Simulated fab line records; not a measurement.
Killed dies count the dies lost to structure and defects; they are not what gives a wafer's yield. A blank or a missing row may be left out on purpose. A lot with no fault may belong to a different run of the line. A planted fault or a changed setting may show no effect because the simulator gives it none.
The tool behind it: which one? ; flow sky130 ; 12 lots (36 wafers sampled), 1 step of a 708-step route

== WHAT EACH GAUGE READ, for each wafer ==
SKY_VIA4_THK_MEAS_01.
lot;measured;on;VIA4_HDPCVD_THK (nm)
L584;day 41 13:14;film_metro-03;1752 1764 1737
L593;day 44 08:35;film_metro-03;1749 1754 1740
L596;day 45 06:02;film_metro-04;1712 1738 1713
L597;day 45 09:20;film_metro-04;1729 1752 1762
L599;day 45 15:32;film_metro-04;1734 1732 1753
L600;day 45 23:04;film_metro-03;1750 1716 1724
L601;day 46 05:01;film_metro-01;1766 1777 1772
L602;day 46 16:01;film_metro-04;1757 1769 1712
L603;day 47 08:54;film_metro-04;1718 1745 1720
L605;day 47 14:12;film_metro-01;1727 1738 1711
L606;day 47 15:13;film_metro-04;1704 1733 1719
L604;day 47 16:57;film_metro-03;1715 1684 1725

== WHAT TOOL EACH LOT RAN ON (gives the tool, then ch and the chambers of the sampled wafers, and finally the start) ==
No process step before these readings appears in the record.

== AS READ BY THE TOOLS THEMSELVES (means over the sampled wafers that have a number; for cases with no such wafer, the mark the record gives instead) ==
The record holds no such reading with a usual standard deviation.

== THE ANSWER, worked out from the rows above alone ==
Rule: the lots themselves supply what counts as usual. The widest of any qualifying gaps counts: lots, ordered by their means at a reading, are off when they make up no more than a third of the lots, leave a main group of 4 or more, and stand apart from it by 3 or more times the standard deviation of that group's means. A main group is skipped when, at the precision printed for the reading in the tables above, its means are all equal. Also off: a lot with no number at a reading for which 4 or more lots have one. Where the step has rows for the other lots, those lots are counted as sound. The gauges are gone through in route order, then the tools' own readings, and for those a lot's mean is taken as printed above. The first step at which some lot is off is used, and at that step the reading that is off furthest; a lot without a number counts as furthest.
No lot is off at any reading shown: from this, nothing can be told.

== WHAT THE SIMULATOR HAD PUT IN ==
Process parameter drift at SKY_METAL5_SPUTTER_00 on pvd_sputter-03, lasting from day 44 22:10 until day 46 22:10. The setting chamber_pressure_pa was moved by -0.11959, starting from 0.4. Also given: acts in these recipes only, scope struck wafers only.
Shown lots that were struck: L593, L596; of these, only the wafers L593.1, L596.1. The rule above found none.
